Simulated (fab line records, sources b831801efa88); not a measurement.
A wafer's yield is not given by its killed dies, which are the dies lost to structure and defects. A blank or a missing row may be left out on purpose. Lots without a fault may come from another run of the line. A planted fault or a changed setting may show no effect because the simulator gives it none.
What tool caused it?    flow gf180mcu    route of 602 steps, sampled at 1 step: 7 lots, 21 wafers

WHAT EACH GAUGE READ, for each wafer
GF_M4_THK_MEAS_06: measures by xrf.
lot   measured      on             M4_ALCU_THK (nm)
L871  day 23 07:12  film-metro-01  458 460 459
L873  day 23 19:11  film-metro-04  452 451 453
L876  day 24 21:57  film-metro-01  447 450 452
L880  day 26 13:19  film-metro-02  448 443 447
L882  day 26 21:46  film-metro-04  456 460 450
L886  day 28 07:41  film-metro-04  455 447 454
L891  day 29 10:37  film-metro-01  452 454 453

WHICH TOOL RAN EACH LOT (tool, then ch and the chambers of the sampled wafers, then the start)
No process step before these readings appears in the record.

THE ANSWER, worked out from the rows above alone
Rule: usual is defined by the lots themselves. The widest of any qualifying gaps counts: lots, ordered by their means at a reading, are off when they make up no more than a third of the lots, leave a main group of 4 or more, and stand apart from it by 3 or more times the standard deviation of that group's means. The tables above print the reading to a certain number of digits; a main group whose means all agree to those digits is not used. Also off: a lot with no number at a reading for which 4 or more lots have one. Any other lot the step has rows for is counted as sound.
No lot is off at any reading shown: from this, nothing can be told.

WHAT THE SIMULATOR HAD PUT IN
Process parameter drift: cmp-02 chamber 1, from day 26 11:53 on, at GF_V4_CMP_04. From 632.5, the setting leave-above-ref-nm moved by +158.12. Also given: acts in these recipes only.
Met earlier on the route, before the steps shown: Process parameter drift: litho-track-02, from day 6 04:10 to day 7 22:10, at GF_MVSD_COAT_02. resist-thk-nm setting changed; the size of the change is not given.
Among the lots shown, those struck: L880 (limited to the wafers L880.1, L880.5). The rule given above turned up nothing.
